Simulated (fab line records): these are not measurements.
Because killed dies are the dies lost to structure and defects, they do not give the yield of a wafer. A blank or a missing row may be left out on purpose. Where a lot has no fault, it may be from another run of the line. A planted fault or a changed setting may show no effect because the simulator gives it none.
Which tool is to blame? + flow sky130 + 24 lots, 72 wafers sampled, at 6 steps of a route of 708

WHAT THE GAUGES SHOWED, per wafer
SKY_LDD_N_OVL_MEAS_07. Usual: LDD_N_OVL gives -0.3 nm (standard deviation 1.6).
| lot  | measured     | on         | LDD_N_OVL (nm) | flag |
|------|--------------|------------|----------------|------|
| L074 | day 17 19:39 | overlay-01 | -1.1 -3.4 -1.9 |      |
| L075 | day 17 23:24 | overlay-02 | 3.4 1.5 1.9    |      |
| L076 | day 18 09:05 | overlay-02 | 0.1 2.2 1.5    |      |
| L077 | day 19 06:35 | overlay-01 | 1.2 4.0 1.7    |      |
| L078 | day 19 22:16 | overlay-02 | 1.1 1.5 1.1    |      |
| L079 | day 20 04:19 | overlay-01 | -0.4 -0.2 0.9  |      |
| L080 | day 20 10:25 | overlay-02 | -1.1 0.9 -2.2  |      |
| L081 | day 20 21:34 | overlay-01 | -1.4 0.3 -1.9  |      |
| L082 | day 21 09:31 | overlay-01 | -1.4 -2.5 -1.6 |      |
| L083 | day 21 20:59 | overlay-01 | 0.7 0.3 -0.1   |      |
| L084 | day 21 21:25 | overlay-01 | -2.1 -2.9 -3.3 |      |
| L085 | day 22 04:28 | overlay-02 | 0.0 -1.1 0.6   |      |
| L086 | day 22 11:57 | overlay-02 | -1.6 -1.0 -1.2 |      |
| L087 | day 22 14:59 | overlay-01 | 0.4 0.8 -0.2   |      |
| L088 | day 23 06:40 | overlay-02 | 1.0 0.6 2.3    |      |
| L089 | day 23 09:20 | overlay-02 | 1.3 0.0 -0.7   |      |
| L090 | day 23 19:44 | overlay-01 | -0.5 -1.2 -0.1 |      |
| L091 | day 24 05:52 | overlay-01 | -0.4 0.3 -1.3  |      |
| L092 | day 24 10:46 | overlay-01 | -1.1 -0.6 -1.2 |      |
| L093 | day 24 16:34 | overlay-02 | -0.6 0.1 -1.3  |      |
| L094 | day 25 07:47 | overlay-01 | -1.0 -1.9 -1.9 |      |
| L095 | day 25 17:47 | overlay-02 | 2.4 0.5 0.5    |      |
| L096 | day 25 21:57 | overlay-02 | -0.2 -1.6 -0.1 |      |
| L097 | day 26 09:13 | overlay-02 | -2.5 -4.2 -1.9 |      |

SKY_LDD_HVP_OVL_MEAS_07. Usual: LDD_HVP_OVL gives -0.1 nm (standard deviation 1.5).
| lot  | measured     | on         | LDD_HVP_OVL (nm) | flag |
|------|--------------|------------|------------------|------|
| L074 | day 21 16:24 | overlay-01 | 3.2 1.6 2.1      |      |
| L075 | day 21 20:25 | overlay-01 | 1.5 -0.2 -0.8    |      |
| L076 | day 22 06:28 | overlay-02 | -1.6 0.3 0.2     |      |
| L077 | day 23 04:57 | overlay-02 | -1.1 -0.6 -0.2   |      |
| L078 | day 23 18:50 | overlay-01 | -3.4 -2.7 -1.5   |      |
| L079 | day 24 00:56 | overlay-01 | -0.8 0.0 1.1     |      |
| L080 | day 24 06:45 | overlay-01 | 0.6 1.3 0.5      |      |
| L081 | day 24 18:15 | overlay-01 | -2.1 -0.5 -1.7   |      |
| L082 | day 25 05:25 | overlay-02 | 1.3 3.2 1.9      |      |
| L083 | day 25 16:16 | overlay-02 | -2.4 0.9 2.5     |      |
| L084 | day 25 17:33 | overlay-01 | -1.7 -1.0 -2.2   |      |
| L085 | day 26 00:07 | overlay-02 | -2.4 -0.6 -1.0   |      |
| L086 | day 26 07:37 | overlay-02 | -0.7 -0.7 -1.8   |      |
| L087 | day 26 10:35 | overlay-02 | -0.1 -2.0 1.5    |      |
| L088 | day 27 02:28 | overlay-02 | 0.4 -0.7 -1.1    |      |
| L089 | day 27 03:40 | overlay-01 | 0.9 1.0 0.9      |      |
| L090 | day 27 13:09 | overlay-02 | -1.9 1.3 2.1     |      |
| L091 | day 27 21:46 | overlay-01 | 1.2 -1.7 1.0     |      |
| L092 | day 28 00:48 | overlay-01 | 1.0 0.7 0.3      |      |
| L093 | day 28 06:47 | overlay-02 | -1.3 -1.5 -2.5   |      |
| L094 | day 28 23:06 | overlay-02 | 0.1 2.9 0.5      |      |
| L095 | day 29 07:11 | overlay-02 | -0.9 2.4 0.1     |      |
| L096 | day 29 13:10 | overlay-02 | -1.3 0.0 0.4     |      |
| L097 | day 29 23:34 | overlay-02 | -2.2 2.9 -0.2    |      |

SKY_CONTACT_BOW_MEAS_05. Usual: CONTACT_BOW gives 83 um (standard deviation 6.6).
| lot  | measured     | on            | CONTACT_BOW (um) | flag |
|------|--------------|---------------|------------------|------|
| L074 | day 30 11:17 | film metro-03 | 76 76 81         |      |
| L075 | day 30 13:36 | film metro-01 | 96 92 89         |      |
| L076 | day 31 01:30 | film metro-03 | 74 86 89         |      |
| L077 | day 31 21:30 | film metro-01 | 81 74 76         |      |
| L078 | day 32 14:26 | film metro-03 | 81 75 80         |      |
| L079 | day 32 16:47 | film metro-01 | 95 84 70         |      |
| L080 | day 32 20:17 | film metro-03 | 91 88 69         |      |
| L081 | day 33 07:25 | film metro-02 | 84 82 83         |      |
| L082 | day 33 18:23 | film metro-03 | 71 75 70         |      |
| L083 | day 34 00:50 | film metro-01 | 82 86 83         |      |
| L084 | day 34 03:38 | film metro-03 | 87 85 82         |      |
| L085 | day 34 23:35 | film metro-02 | 75 78 86         |      |
| L086 | day 35 01:00 | film metro-02 | 81 92 86         |      |
| L087 | day 34 23:57 | film metro-02 | 75 91 76         |      |
| L088 | day 35 08:32 | film metro-01 | 80 89 76         |      |
| L089 | day 35 10:08 | film metro-02 | 84 83 87         |      |
| L090 | day 35 16:43 | film metro-03 | 86 88 82         |      |
| L091 | day 36 03:37 | film metro-01 | 81 85 79         |      |
| L092 | day 36 07:53 | film metro-03 | 89 92 88         |      |
| L093 | day 36 11:43 | film metro-02 | 95 77 83         |      |
| L094 | day 37 03:23 | film metro-02 | 76 79 83         |      |
| L095 | day 37 10:08 | film metro-02 | 84 90 93         |      |
| L096 | day 37 16:34 | film metro-01 | 89 82 85         |      |
| L097 | day 38 04:27 | film metro-03 | 71 76 76         |      |

TOOL THAT RAN EACH LOT (tool first, then ch and the chambers of the sampled wafers, then the start)
| lot  | SKY_VT_ADJUST_NCORE_STRIP_10         | SKY_LI_CONTACT_CMP_02         | SKY_CONTACT_CVD_00              |
|------|--------------------------------------|-------------------------------|---------------------------------|
| L074 | plasma asher-03 ch 0,1, day 8 15:26  | cmp-02 ch 0,3, day 28 00:31   | pecvd-04 ch 0,2, day 30 10:36   |
| L075 | plasma asher-04 ch 0,1, day 8 19:50  | cmp-02 ch 0,3, day 28 01:40   | pecvd-03 ch 0,2, day 30 13:02   |
| L076 | plasma asher-04 ch 0,1, day 9 02:14  | cmp-02 ch 0,2, day 28 14:41   | pecvd-04 ch 0,2, day 31 00:58   |
| L077 | plasma asher-03 ch 0, day 9 20:19    | cmp-02 ch 0,1,3, day 29 11:31 | pecvd-04 ch 0,1,2, day 31 20:59 |
| L078 | plasma asher-03 ch 0,1, day 10 06:41 | cmp-02 ch 1,2,3, day 30 03:37 | pecvd-04 ch 1,2, day 32 13:55   |
| L079 | plasma asher-04 ch 0,1, day 10 11:43 | cmp-02 ch 0,1,2, day 30 06:53 | pecvd-04 ch 0,1,2, day 32 16:15 |
| L080 | plasma asher-03 ch 0,1, day 10 14:07 | cmp-02 ch 1,2, day 30 10:20   | pecvd-02 ch 0,2, day 32 19:37   |
| L081 | plasma asher-03 ch 0,1, day 10 21:44 | cmp-02 ch 1,2,3, day 30 20:56 | pecvd-04 ch 1,2, day 33 06:53   |
| L082 | plasma asher-03 ch 0,1, day 11 04:04 | cmp-01 ch 1,2,3, day 31 08:58 | pecvd-04 ch 0,1,2, day 33 17:52 |
| L083 | plasma asher-04 ch 0,1, day 11 15:17 | cmp-01 ch 1,2,3, day 31 15:37 | pecvd-03 ch 0,1, day 34 00:19   |
| L084 | plasma asher-04 ch 0,1, day 11 17:56 | cmp-02 ch 0,2,3, day 31 19:16 | pecvd-04 ch 0,2, day 34 03:06   |
| L085 | plasma asher-03 ch 0,1, day 11 19:35 | cmp-01 ch 1,2, day 32 15:14   | pecvd-02 ch 0,2, day 34 22:41   |
| L086 | plasma asher-03 ch 0,1, day 12 08:30 | cmp-02 ch 2,3, day 32 16:01   | pecvd-04 ch 0,2, day 35 00:26   |
| L087 | plasma asher-03 ch 0,1, day 12 12:37 | cmp-01 ch 1,2, day 32 15:29   | pecvd-03 ch 1,2, day 34 23:19   |
| L088 | plasma asher-04 ch 0,1, day 12 23:47 | cmp-01 ch 0,2,3, day 33 00:10 | pecvd-03 ch 0,2, day 35 08:00   |
| L089 | plasma asher-01 ch 0,1, day 13 05:36 | cmp-02 ch 1,2, day 33 00:49   | pecvd-02 ch 1,2, day 35 09:36   |
| L090 | plasma asher-01 ch 0,1, day 13 11:58 | cmp-01 ch 0,2,3, day 33 08:59 | pecvd-04 ch 0,1,2, day 35 16:12 |
| L091 | plasma asher-03 ch 1, day 13 21:43   | cmp-01 ch 1,3, day 33 19:50   | pecvd-03 ch 0,2, day 36 02:49   |
| L092 | plasma asher-04 ch 0,1, day 14 03:04 | cmp-01 ch 0,1,3, day 33 23:22 | pecvd-04 ch 0,2, day 36 07:22   |
| L093 | plasma asher-03 ch 0,1, day 14 04:39 | cmp-01 ch 0,2,3, day 34 04:28 | pecvd-03 ch 0,2, day 36 11:12   |
| L094 | plasma asher-03 ch 0,1, day 14 18:29 | cmp-02 ch 1,2,3, day 34 19:58 | pecvd-04 ch 0,1,2, day 37 02:51 |
| L095 | plasma asher-01 ch 0,1, day 15 02:16 | cmp-01 ch 0,1, day 35 03:32   | pecvd-03 ch 0,1,2, day 37 09:37 |
| L096 | plasma asher-04 ch 0,1, day 15 06:54 | cmp-02 ch 0,1,2, day 35 08:59 | pecvd-02 ch 1,2, day 37 16:00   |
| L097 | plasma asher-03 ch 0,1, day 15 11:39 | cmp-01 ch 0,2,3, day 35 22:20 | pecvd-04 ch 0,1,2, day 38 03:53 |
- SKY_VT_ADJUST_NCORE_STRIP_10: strips in O2/N2.
- SKY_LI_CONTACT_CMP_02: polishes PSG.
- SKY_CONTACT_CVD_00: deposits Si3N4, target thk 75 nm.

AS READ BY THE TOOLS THEMSELVES (means over the sampled wafers that have a number; for cases with no such wafer, the mark the record gives instead)
SKY_VT_ADJUST_NCORE_STRIP_10. Usual: chamber pressure mTorr 1499.9 mTorr, standard deviation 1.4; drypump motor current A 5.3 A, standard deviation 0.32; oes product au 0.715 a.u., standard deviation 0.0051; strip time to endpoint s 14.27 s, standard deviation 0.039.
| lot  | tool            | chamber pressure mTorr (mTorr) | drypump motor current A (A) | oes product au (a.u.) | strip time to endpoint s (s) | flag |
|------|-----------------|--------------------------------|-----------------------------|-----------------------|------------------------------|------|
| L074 | plasma asher-03 | 1500.6                         | 5.0                         | 0.710                 | 14.28                        |      |
| L075 | plasma asher-04 | 1499.4                         | 5.4                         | 0.713                 | 14.32                        |      |
| L076 | plasma asher-04 | 1500.6                         | 5.4                         | 0.719                 | 14.25                        |      |
| L077 | plasma asher-03 | 1499.3                         | 4.8                         | 0.725                 | 14.30                        |      |
| L078 | plasma asher-03 | 1499.9                         | 5.3                         | 0.718                 | 14.28                        |      |
| L079 | plasma asher-04 | 1499.7                         | 5.4                         | 0.708                 | 14.22                        |      |
| L080 | plasma asher-03 | 1500.7                         | 5.0                         | 0.709                 | 14.27                        |      |
| L081 | plasma asher-03 | 1499.8                         | 5.3                         | 0.716                 | 14.26                        |      |
| L082 | plasma asher-03 | 1500.4                         | 5.0                         | 0.715                 | 14.28                        |      |
| L083 | plasma asher-04 | 1500.1                         | 5.4                         | 0.718                 | 14.32                        |      |
| L084 | plasma asher-04 | 1500.3                         | 5.4                         | 0.718                 | 14.27                        |      |
| L085 | plasma asher-03 | 1499.4                         | 5.0                         | 0.714                 | 14.22                        |      |
| L086 | plasma asher-03 | 1500.3                         | 5.3                         | 0.712                 | 14.22                        |      |
| L087 | plasma asher-03 | 1499.0                         | 5.0                         | 0.717                 | 14.28                        |      |
| L088 | plasma asher-04 | 1499.7                         | 5.4                         | 0.720                 | 14.21                        |      |
| L089 | plasma asher-01 | 1499.8                         | 5.4                         | 0.716                 | 14.22                        |      |
| L090 | plasma asher-01 | 1500.7                         | 5.3                         | 0.714                 | 14.28                        |      |
| L091 | plasma asher-03 | 1499.5                         | 5.5                         | 0.713                 | 14.29                        |      |
| L092 | plasma asher-04 | 1501.1                         | 5.5                         | 0.716                 | 14.27                        |      |
| L093 | plasma asher-03 | 1499.9                         | 5.3                         | 0.710                 | 14.27                        |      |
| L094 | plasma asher-03 | 1498.3                         | 5.0                         | 0.717                 | 14.23                        |      |
| L095 | plasma asher-01 | 1500.5                         | 5.4                         | 0.716                 | 14.31                        |      |
| L096 | plasma asher-04 | 1500.7                         | 5.4                         | 0.717                 | 14.30                        |      |
| L097 | plasma asher-03 | 1499.4                         | 5.0                         | 0.719                 | 14.23                        |      |

SKY_LI_CONTACT_CMP_02. Usual: motor current A 12.4 A, standard deviation 1; time to endpoint s 31.0 s, standard deviation 2.9.
| lot  | tool   | motor current A (A) | time to endpoint s (s) | flag |
|------|--------|---------------------|------------------------|------|
| L074 | cmp-02 | 12.3                | 37.0                   |      |
| L075 | cmp-02 | 13.0                | 34.9                   |      |
| L076 | cmp-02 | 13.1                | 35.2                   |      |
| L077 | cmp-02 | 12.3                | 33.4                   |      |
| L078 | cmp-02 | 12.6                | 32.6                   |      |
| L079 | cmp-02 | 12.6                | 30.7                   |      |
| L080 | cmp-02 | 12.4                | 31.3                   |      |
| L081 | cmp-02 | 12.4                | 28.2                   |      |
| L082 | cmp-01 | 12.1                | 33.4                   |      |
| L083 | cmp-01 | 12.0                | 30.7                   |      |
| L084 | cmp-02 | 12.9                | 31.8                   |      |
| L085 | cmp-01 | 13.2                | 29.1                   |      |
| L086 | cmp-02 | 12.5                | 28.2                   |      |
| L087 | cmp-01 | 12.6                | 27.6                   |      |
| L088 | cmp-01 | 12.2                | 28.6                   |      |
| L089 | cmp-02 | 13.2                | 28.3                   |      |
| L090 | cmp-01 | 12.2                | 31.4                   |      |
| L091 | cmp-01 | 10.9                | 28.7                   |      |
| L092 | cmp-01 | 11.5                | 29.1                   |      |
| L093 | cmp-01 | 12.1                | 28.5                   |      |
| L094 | cmp-02 | 12.6                | 31.1                   |      |
| L095 | cmp-01 | 11.9                | 29.2                   |      |
| L096 | cmp-02 | 12.6                | 32.5                   |      |
| L097 | cmp-01 | 12.1                | 32.9                   |      |

SKY_CONTACT_CVD_00. Usual: heater power w at 701 W, with a standard deviation of 70.
| lot  | tool     | heater power w (W) | flag |
|------|----------|--------------------|------|
| L074 | pecvd-04 | 713                |      |
| L075 | pecvd-03 | 725                |      |
| L076 | pecvd-04 | 651                |      |
| L077 | pecvd-04 | 715                |      |
| L078 | pecvd-04 | 659                |      |
| L079 | pecvd-04 | 664                |      |
| L080 | pecvd-02 | 729                |      |
| L081 | pecvd-04 | 688                |      |
| L082 | pecvd-04 | 639                |      |
| L083 | pecvd-03 | 754                |      |
| L084 | pecvd-04 | 675                |      |
| L085 | pecvd-02 | 573                |      |
| L086 | pecvd-04 | 784                |      |
| L087 | pecvd-03 | 704                |      |
| L088 | pecvd-03 | 738                |      |
| L089 | pecvd-02 | 639                |      |
| L090 | pecvd-04 | 671                |      |
| L091 | pecvd-03 | 726                |      |
| L092 | pecvd-04 | 719                |      |
| L093 | pecvd-03 | 734                |      |
| L094 | pecvd-04 | 696                |      |
| L095 | pecvd-03 | 752                |      |
| L096 | pecvd-02 | 625                |      |
| L097 | pecvd-04 | 730                |      |

THE ANSWER, worked out from the rows above alone
Rule: lot off if the mean of its wafers having a number is beyond 3 standard deviations from the usual mean. Also off: a lot with no number at a reading for which 4 or more lots have one. Any other lot the step has rows for is counted as sound. After the gauges, taken in route order, come the tools' own readings; for these a lot's mean is taken, as printed above. At the first step where some lot is off, the reading lying furthest off is the one used; lots without a number count as furthest.
No lot is off on any of the readings shown, so nothing can be concluded from this.

WHAT THE SIMULATOR HAD INSERTED
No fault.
